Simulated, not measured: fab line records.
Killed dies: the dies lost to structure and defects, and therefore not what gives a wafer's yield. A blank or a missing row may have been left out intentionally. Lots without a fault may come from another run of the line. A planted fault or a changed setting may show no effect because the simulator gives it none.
fab line records	flow sky130
record: lots: 6	wafers: 18	lastDay: 50
route steps=708 shown VT_ADJUST_LVTN@116 VT_ADJUST_NCORE@119 PAD_OPEN@708
lots that met no fault: from a run of the same line without faults
startH: hours from the record's opening day to when the first of the lot's shown wafers began	waitH: hours since the lot's step before	" the same as in the row above	L1.1+2: a single row standing in for several wafers	- no value present, or no start provided	* or withheld: withheld	< > ~ a bound
route shown NAME@n: names a module that has steps shown in the file, with the first one's number in the route	usual: mean/standard deviation taken from wafers without a fault	same: alike in all rows	chamber/n: place in a boat	sites: each site's reading	_std_site: the standard deviation of these	_edge_site: the outer-site mean with the inner-site mean subtracted	radiusMm: for every site, how far away it sits from the centre of the wafer	mask NAME#n: copy n	behind: the tool/chamber that last shaped the wafer	hold: what put the lot on hold/how long, in hours/how the hold closed	device: names the non-switching transistor (n, p or np)	end of line: the same wafers' tests at the end of the route	where a step has no rows: the recipe by itself	killed: not the wafer's yield, but the dies lost to structure and defects at the first sort	map: dies across one wafer; x = killed, . = not, _ = none there
set.NAME: the setting as run; set.NAME@STEP: as run at that earlier step	model.NAME: the simulator's own value behind a step, which no gauge read
lots at selected steps of the route; one table per step, one row per wafer
services: when a tool's chamber went out of use (startH, in hours from the record's first day, below 0 if earlier), for how many hours, and the reason
== steps ==
step: SKY_VT_ADJUST_LVTN_IMPLANT_19
recipe: species: B	energyKev: 30	doseCm2: 6.5e+11	tiltDeg: withheld
step: SKY_VT_ADJUST_LVTN_STRIP_20
recipe: chemistry: O2/N2	powerW: 1400	pressureMtorr: 1500	platenTempC: withheld	o2FlowSccm: 3000	n2FlowSccm: 300	overashFraction: 0.5
usual: drypumpMotorCurrentA: 6.1/0.47	oesProductAu: 0.715/0.0045	stripTimeToEndpointS: 14.18/0.041
lot.wafer	tool	chamber	startH	waitH	drypumpMotorCurrentA	oesProductAu	rfHoursCounterH	stripTimeToEndpointS
L441.1	plasmaAsher-01	0	176.50	0.1	5.4	0.718	34	14.22
L441.5	"	0	"	"	5.4	0.725	-	14.19
L441.6	"	1	"	"	6.5	0.713	-	14.17
L446.1	plasmaAsher-04	1	218.10	0.1	6.0	0.715	11	14.13
L446.4	"	0	"	"	5.6	0.709	-	14.07
L446.6	"	0	"	"	5.6	0.714	-	14.16
L454.1	plasmaAsher-01	0	270.99	0.1	5.4	0.715	44	14.24
L454.3	"	1	"	"	6.6	0.709	-	14.26
L454.6	"	0	"	"	5.4	0.717	-	14.16
L455.2	plasmaAsher-01	0	281.21	0.1	5.4	0.719	45	14.17
L455.5	"	0	"	"	5.4	0.720	-	14.15
L455.6	"	1	"	"	6.6	0.723	-	14.23
L459.2	plasmaAsher-01	0	303.95	0.1	5.4	0.720	47	14.18
L459.4	"	0	"	"	5.4	0.717	-	14.13
L459.6	"	0	"	"	5.4	0.713	-	14.09
L461.1	plasmaAsher-02	0	319.06	0.1	6.6	0.710	65	14.15
L461.4	"	0	"	"	6.6	0.713	-	14.18
L461.6	"	0	"	"	6.6	0.709	-	14.15
step: SKY_VT_ADJUST_LVTN_TW_MEAS_21
usual: VT_ADJUST_LVTN_2_TW: 187.3/1.5
lot.wafer	tool	chamber	startH	waitH	VT_ADJUST_LVTN_2_TW
L441.1	filmMetro-04	-	176.60	0.1	186.2
L441.5	"	-	"	"	184.9
L441.6	"	-	"	"	185.7
L446.1	filmMetro-04	-	218.20	0.1	185.2
L446.4	"	-	"	"	186.7
L446.6	"	-	"	"	185.6
L454.1	filmMetro-04	-	271.09	0.1	188.1
L454.3	"	-	"	"	187.1
L454.6	"	-	"	"	187.1
L455.2	filmMetro-02	-	281.32	0.1	188.3
L455.5	"	-	"	"	187.5
L455.6	"	-	"	"	188.9
L459.2	filmMetro-04	-	304.06	0.1	186.0
L459.4	"	-	"	"	186.1
L459.6	"	-	"	"	185.8
L461.1	filmMetro-02	-	319.16	0.1	188.0
L461.4	"	-	"	"	188.4
L461.6	"	-	"	"	188.4
step: SKY_VT_ADJUST_NCORE_DEHYDRATE_00
recipe: tempC: 200	timeS: 60
step: SKY_VT_ADJUST_NCORE_HMDS_01
recipe: primeTimeS: 60	primeTempC: 120
step: SKY_VT_ADJUST_NCORE_COAT_02
recipe: resist: NOVOLAK	spinRpm: 3000	resistThkNm: 1140
step: SKY_VT_ADJUST_NCORE_SOFTBAKE_03
recipe: tempC: 90	timeS: 60	resist: NOVOLAK
step: SKY_VT_ADJUST_NCORE_EXPOSE_04
recipe: maskId: LVTN_COMPLEMENT_THIN	na: 0.6	sourceShape: conventional	sigmaOuter: 0.6	polarization: unpolarized	targetCdNm: 380	doseMj: 139
step: SKY_VT_ADJUST_NCORE_PEB_05
recipe: tempC: withheld	timeS: *	resist: NOVOLAK
step: SKY_VT_ADJUST_NCORE_DEVELOP_06
recipe: resist: NOVOLAK	developer: TMAH	developTimeS: 60	devTempC: 23
step: SKY_VT_ADJUST_NCORE_CD_MEAS_07
recipe: targetCdNm: 380
usual: cdNm: 379.1/2.4
lot.wafer	tool	chamber	startH	waitH	cdNm
L441.1	cdSem-02	-	198.44	0.1	383.6
L441.5	"	-	"	"	381.1
L441.6	"	-	"	"	384.3
L446.1	cdSem-02	-	240.91	0.1	380.0
L446.4	"	-	"	"	377.2
L446.6	"	-	"	"	380.3
L454.1	cdSem-02	-	295.61	0.1	380.5
L454.3	"	-	"	"	382.8
L454.6	"	-	"	"	380.9
L455.2	cdSem-02	-	306.13	0.1	382.5
L455.5	"	-	"	"	379.5
L455.6	"	-	"	"	381.2
L459.2	cdSem-01	-	330.48	0.1	379.5
L459.4	"	-	"	"	378.0
L459.6	"	-	"	"	377.1
L461.1	cdSem-01	-	345.61	0.1	381.2
L461.4	"	-	"	"	381.6
L461.6	"	-	"	"	381.2
step: SKY_VT_ADJUST_NCORE_OVL_MEAS_08
usual: VT_ADJUST_NCORE_OVL: -1.2/1.7
lot.wafer	tool	chamber	startH	waitH	VT_ADJUST_NCORE_OVL[nm]
L441.1	overlay-01	-	198.56	0.1	-3.7
L441.5	"	-	"	"	-1.8
L441.6	"	-	"	"	-1.6
L446.1	overlay-01	-	241.03	0.1	0.1
L446.4	"	-	"	"	-1.4
L446.6	"	-	"	"	-0.3
L454.1	overlay-01	-	295.73	0.1	-3.5
L454.3	"	-	"	"	-3.0
L454.6	"	-	"	"	-1.5
L455.2	overlay-02	-	306.24	0.1	-3.0
L455.5	"	-	"	"	-3.0
L455.6	"	-	"	"	-2.9
L459.2	overlay-02	-	330.59	0.1	0.8
L459.4	"	-	"	"	2.0
L459.6	"	-	"	"	0.6
L461.1	overlay-02	-	345.73	0.1	-0.6
L461.4	"	-	"	"	-0.5
L461.6	"	-	"	"	-3.6
step: SKY_VT_ADJUST_NCORE_IMPLANT_09
recipe: species: B	energyKev: 10	doseCm2: 2.4e+12	tiltDeg: withheld
usual: doseIonsCm2: 2.4001e+12/2.5e+09
lot.wafer	tool	chamber	startH	waitH	doseIonsCm2
L441.1	implanter-04	0	198.59	0.0	2.3969e+12
L441.5	"	0	"	"	2.3972e+12
L441.6	"	0	"	"	2.3966e+12
L446.1	implanter-02	0	241.06	0.0	2.4e+12
L446.4	"	0	"	"	2.4032e+12
L446.6	"	0	"	"	2.4034e+12
L454.1	implanter-02	0	295.77	0.0	2.2885e+12
L454.3	"	0	"	"	2.292e+12
L454.6	"	0	"	"	2.2878e+12
L455.2	implanter-02	0	306.29	0.0	2.2903e+12
L455.5	"	0	"	"	2.2896e+12
L455.6	"	0	"	"	2.2905e+12
L459.2	implanter-01	0	330.64	0.0	2.3998e+12
L459.4	"	0	"	"	2.4029e+12
L459.6	"	0	"	"	2.4016e+12
L461.1	implanter-04	0	345.76	0.0	2.3982e+12
L461.4	"	0	"	"	2.3956e+12
L461.6	"	0	"	"	2.3948e+12
step: SKY_VT_ADJUST_NCORE_STRIP_10
recipe: chemistry: O2/N2	powerW: 1400	pressureMtorr: 1500	platenTempC: withheld	o2FlowSccm: 3000	n2FlowSccm: 300	overashFraction: 0.5
usual: drypumpMotorCurrentA: 6.2/0.42	oesProductAu: 0.716/0.004	stripTimeToEndpointS: 14.18/0.033
lot.wafer	tool	chamber	startH	waitH	drypumpMotorCurrentA	oesProductAu	rfHoursCounterH	stripTimeToEndpointS
L441.1	plasmaAsher-02	0	198.74	0.1	6.6	0.716	54	14.19
L441.5	"	0	"	"	6.6	0.714	-	14.13
L441.6	"	1	"	"	6.5	0.716	-	14.12
L446.1	plasmaAsher-02	1	241.21	0.1	6.5	0.721	57	14.21
L446.4	"	0	"	"	6.6	0.719	-	14.21
L446.6	"	0	"	"	6.6	0.714	-	14.17
L454.1	plasmaAsher-03	1	295.92	0.1	6.4	0.712	56	14.18
L454.3	"	0	"	"	6.0	0.716	-	14.18
L454.6	"	1	"	"	6.4	0.714	-	14.20
L455.2	plasmaAsher-03	1	306.42	0.1	6.4	0.720	57	14.12
L455.5	"	1	"	"	6.4	0.716	-	14.17
L455.6	"	0	"	"	6.0	0.724	-	14.14
L459.2	plasmaAsher-03	1	330.77	0.1	6.4	0.719	59	14.19
L459.4	"	0	"	"	5.9	0.711	-	14.18
L459.6	"	0	"	"	5.9	0.719	-	14.24
L461.1	plasmaAsher-01	1	345.91	0.1	6.6	0.714	52	14.14
L461.4	"	1	"	"	6.6	0.720	-	14.13
L461.6	"	0	"	"	5.4	0.717	-	14.15
step: SKY_PAD_OPEN_PROBE_99
usual: killed_at_M0_to_M3: 42/6.9	killed_at_M4_up: 3.2/1.7	killedAtContacts: 23/5.5	killedAtFrontEnd: 16/4	killedAtOther: 0.4/0.55	killedDies: 85/9.2	killedOpen: 46/6.8	killedShort: 38/6.2
same: grossDies: 492	killedAtBackSide: 0
lot.wafer	tool	chamber	startH	waitH	killed_at_M0_to_M3	killed_at_M4_up	killedAtContacts	killedAtFrontEnd	killedAtOther	killedDies	killedOpen	killedShort	model.etest.pfetG5v0d10v5.offLog10AUm	model.etest.pfetG5v0d10v5.vtSatV	model.etest.pfet_16v.vtV	model.etest.pfetG5v0d10v5.vtV	model.etest.pfetG5v0d10v5.vtLongV	model.etest.nfetG5v0d10v5.vtSatV	model.etest.nfetG5v0d10v5.vtV	model.etest.nfet_16v.vtV
L441.1	prober-01	-	1090.96	0.1	44	2	24	19	0	89	48	41	-12.36	-0.6172	-1.096	-0.8093	-0.9234	0.7798	0.8349	0.7813
L441.5	prober-01	-	1091.16	0.2	53	1	32	13	0	99	54	44	-12.75	-0.6518	-1.095	-0.8425	-0.9179	0.7859	0.8447	0.7864
L441.6	prober-01	-	1091.21	0.2	39	6	24	11	0	80	40	40	-12.78	-0.64	-1.092	-0.8348	-0.9226	0.7773	0.8345	0.7752
L446.1	prober-01	-	1129.17	0.1	45	2	25	9	0	81	48	33	-12.56	-0.634	-1.098	-0.8278	-0.93	0.7611	0.8206	0.7704
L446.4	prober-01	-	1129.32	0.2	36	6	24	20	0	86	55	31	-12.38	-0.622	-1.11	-0.8185	-0.9425	0.7514	0.8138	0.7616
L446.6	prober-01	-	1129.42	0.2	46	4	20	10	0	80	42	38	-12.7	-0.6386	-1.114	-0.8313	-0.9385	0.7588	0.8191	0.7627
L454.1	prober-02	-	1171.11	0.1	39	4	29	19	0	91	48	42	-13	-0.6852	-1.142	-0.8698	-0.9713	0.7275	0.7885	0.7379
L454.3	prober-02	-	1171.21	0.2	37	3	31	20	0	91	55	35	-13.08	-0.6811	-1.145	-0.8653	-0.9674	0.7391	0.7989	0.7473
L454.6	prober-02	-	1171.36	0.2	42	3	24	21	0	90	34	55	-13.09	-0.6824	-1.146	-0.871	-0.9698	0.7393	0.8008	0.7485
L455.2	prober-01	-	1171.51	0.1	40	5	36	11	0	92	54	38	-12.32	-0.6141	-1.107	-0.8165	-0.9376	0.7602	0.8212	0.77
L455.5	prober-01	-	1171.66	0.2	38	4	27	15	1	85	48	37	-12.24	-0.6057	-1.098	-0.8078	-0.928	0.7529	0.817	0.7656
L455.6	prober-01	-	1171.71	0.2	50	2	31	17	1	101	61	40	-12.56	-0.6259	-1.101	-0.8309	-0.9297	0.7545	0.8183	0.7768
L459.2	prober-01	-	1190.18	0.1	39	3	20	14	0	76	50	26	-12.4	-0.6097	-1.087	-0.811	-0.9213	0.7492	0.8084	0.7553
L459.4	prober-01	-	1190.28	0.2	34	5	21	12	1	73	39	34	-12.58	-0.6293	-1.093	-0.8259	-0.9233	0.7488	0.8068	0.7473
L459.6	prober-01	-	1190.38	0.2	41	4	24	26	0	95	54	41	-12.57	-0.6407	-1.092	-0.8436	-0.9204	0.7609	0.821	0.7653
L461.1	prober-01	-	1200.66	0.1	36	2	20	18	0	76	40	36	-12.3	-0.6046	-1.071	-0.8111	-0.9085	0.7582	0.8144	0.7507
L461.4	prober-01	-	1200.81	0.2	33	1	35	19	1	89	51	36	-12.63	-0.6365	-1.08	-0.8358	-0.9108	0.7569	0.812	0.7669
L461.6	prober-01	-	1200.91	0.2	41	1	18	18	1	79	44	35	-12.58	-0.6298	-1.089	-0.8262	-0.9231	0.752	0.8114	0.7579
killed by level:class
L441.1 VIA1:geometricParticle:open=14 METAL2:geometricParticle:short=11 CONTACT:geometricParticle:open=9 FIELD_ISO:geometricParticle:open=6 LI_CONTACT:geometricParticle:open=6 FIELD_ISO:geometricParticle:short=5 POLY_GATE:geometricParticle:open=4 LOCAL_INTERCONNECT:geometricParticle:short=4
L441.5 VIA1:geometricParticle:open=14 CONTACT:geometricParticle:open=11 VIA1:geometricParticle:short=9 LI_CONTACT:geometricParticle:open=7 CONTACT:geometricParticle:short=7 METAL2:geometricParticle:short=7 VIA2:geometricParticle:open=6 LOCAL_INTERCONNECT:geometricParticle:short=5
L441.6 VIA1:geometricParticle:open=12 LI_CONTACT:geometricParticle:open=7 CONTACT:geometricParticle:open=7 METAL1:geometricParticle:short=6 CONTACT:geometricParticle:short=5 LOCAL_INTERCONNECT:geometricParticle:short=4 METAL2:geometricParticle:short=4 VIA2:geometricParticle:short=4
L446.1 LI_CONTACT:geometricParticle:open=9 VIA1:geometricParticle:open=9 VIA2:geometricParticle:open=9 CONTACT:geometricParticle:open=8 METAL2:geometricParticle:short=7 VIA3:geometricParticle:open=5 METAL1:geometricParticle:short=4 FIELD_ISO:geometricParticle:open=3
L446.4 VIA2:geometricParticle:open=10 CONTACT:geometricParticle:open=10 VIA1:geometricParticle:open=9 POLY_GATE:geometricParticle:open=6 FIELD_ISO:geometricParticle:open=5 VIA3:geometricParticle:open=5 METAL4:geometricParticle:short=5 LI_CONTACT:geometricParticle:open=4
L446.6 VIA2:geometricParticle:open=11 CONTACT:geometricParticle:open=10 METAL2:geometricParticle:short=7 VIA2:geometricParticle:short=6 VIA3:geometricParticle:open=6 POLY_GATE:geometricParticle:short=5 VIA1:geometricParticle:open=5 VIA3:geometricParticle:short=5
L454.1 CONTACT:geometricParticle:open=11 VIA1:geometricParticle:open=9 METAL2:geometricParticle:short=8 POLY_GATE:geometricParticle:open=7 LI_CONTACT:geometricParticle:open=7 POLY_GATE:geometricParticle:short=6 VIA3:geometricParticle:open=6 LOCAL_INTERCONNECT:geometricParticle:short=5
L454.3 CONTACT:geometricParticle:open=11 FIELD_ISO:geometricParticle:open=10 LI_CONTACT:geometricParticle:open=10 VIA1:geometricParticle:open=6 VIA2:geometricParticle:open=6 VIA3:geometricParticle:open=6 CONTACT:geometricParticle:short=5 VIA1:geometricParticle:short=5
L454.6 FIELD_ISO:geometricParticle:short=13 VIA1:geometricParticle:open=13 CONTACT:geometricParticle:open=9 LOCAL_INTERCONNECT:geometricParticle:short=8 VIA1:geometricParticle:short=7 VIA3:geometricParticle:short=6 METAL2:geometricParticle:short=5 VIA3:geometricParticle:open=5
L455.2 VIA1:geometricParticle:open=16 CONTACT:geometricParticle:open=16 CONTACT:geometricParticle:short=10 LI_CONTACT:geometricParticle:open=6 FIELD_ISO:geometricParticle:short=5 VIA2:geometricParticle:open=4 VIA1:geometricParticle:short=4 METAL2:geometricParticle:short=4
L455.5 CONTACT:geometricParticle:open=15 METAL2:geometricParticle:short=8 LI_CONTACT:geometricParticle:open=6 VIA2:geometricParticle:open=6 VIA1:geometricParticle:open=5 VIA1:geometricParticle:short=5 FIELD_ISO:geometricParticle:open=4 POLY_GATE:geometricParticle:open=4
L455.6 VIA1:geometricParticle:open=14 CONTACT:geometricParticle:open=12 LI_CONTACT:geometricParticle:open=11 VIA3:geometricParticle:open=7 METAL1:geometricParticle:short=6 VIA1:geometricParticle:short=6 FIELD_ISO:geometricParticle:short=5 METAL2:geometricParticle:short=5
L459.2 CONTACT:geometricParticle:open=10 VIA3:geometricParticle:open=10 LI_CONTACT:geometricParticle:open=7 VIA2:geometricParticle:open=7 VIA1:geometricParticle:open=6 METAL1:geometricParticle:short=5 SPACER:geometricParticle:open=4 METAL2:geometricParticle:short=4
L459.4 CONTACT:geometricParticle:open=12 VIA3:geometricParticle:open=7 VIA2:geometricParticle:open=6 METAL2:geometricParticle:short=6 FIELD_ISO:geometricParticle:short=5 VIA2:geometricParticle:short=5 VIA1:geometricParticle:short=4 POLY_GATE:geometricParticle:open=3
L459.6 VIA1:geometricParticle:open=12 CONTACT:geometricParticle:open=9 LI_CONTACT:geometricParticle:open=8 FIELD_ISO:geometricParticle:open=7 POLY_GATE:geometricParticle:open=7 METAL2:geometricParticle:short=7 FIELD_ISO:geometricParticle:short=5 METAL3:geometricParticle:short=4
L461.1 VIA1:geometricParticle:open=12 CONTACT:geometricParticle:open=8 FIELD_ISO:geometricParticle:open=6 FIELD_ISO:geometricParticle:short=6 LOCAL_INTERCONNECT:geometricParticle:short=5 METAL1:geometricParticle:short=4 POLY_GATE:geometricParticle:short=4 VIA3:geometricParticle:open=4
L461.4 LI_CONTACT:geometricParticle:open=11 CONTACT:geometricParticle:open=11 LOCAL_INTERCONNECT:geometricParticle:short=8 FIELD_ISO:geometricParticle:open=6 VIA3:geometricParticle:open=6 VIA1:geometricParticle:short=6 VIA2:geometricParticle:open=5 VIA1:geometricParticle:open=5
L461.6 CONTACT:geometricParticle:open=9 METAL1:geometricParticle:short=6 VIA1:geometricParticle:open=6 VIA2:geometricParticle:open=6 VIA3:geometricParticle:open=6 POLY_GATE:geometricParticle:open=5 METAL2:geometricParticle:short=5 FIELD_ISO:geometricParticle:short=4
== services ==
tool	chamber	startH	hours	kind
plasmaAsher-02	-	161.53	2.2	repair
implanter-02	-	199.21	6.1	pm
implanter-01	-	225.32	3.0	pm
plasmaAsher-02	-	229.49	5.3	pm
plasmaAsher-04	-	231.31	0.7	repair
implanter-01	-	231.84	3.8	pm
implanter-04	-	247.40	4.6	pm
plasmaAsher-03	-	264.96	1.8	repair
implanter-04	-	273.38	3.3	repair
implanter-04	-	280.03	3.9	repair
plasmaAsher-03	-	283.11	3.4	repair
implanter-02	-	290.97	2.7	repair
plasmaAsher-04	-	305.14	1.0	repair
implanter-04	-	322.17	17.1	pm
plasmaAsher-03	-	324.09	1.9	repair
plasmaAsher-02	-	335.44	14.6	pm
implanter-01	-	338.13	2.4	repair
== key ==
firstSign: step: SKY_VT_ADJUST_NCORE_IMPLANT_09	reading: doseIonsCm2	direction: down	sigmas: 44	usual: *	struck: *
effect none on later readings
modelEffect: step: SKY_PAD_OPEN_PROBE_99	value: etest.pfetG5v0d10v5.offLog10AUm	without: -12.15	struck: -12.72
metAt SKY_VT_ADJUST_NCORE_IMPLANT_09
struckWafers L454.1,L454.3,L454.6,L455.2,L455.5,L455.6
testerLeftOut L454,L455
onsetBetween 241.06 295.77
fault: kind: processParameterDrift	tool: implanter-02	chamber: -	onsetH: 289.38	steps: SKY_VT_ADJUST_NCORE_IMPLANT_09	channel: doseCm2	offset: *	shape: step	endH: 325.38	actsIn: *	stated: *
testerLeftOut: of these lots the tester's yield and bins aren't shown, on N5 and GAA mostly nor the transistor test; their killed dies are dies lost to structure and defects alone, not to doping, threshold or leakage, so they don't give the yield
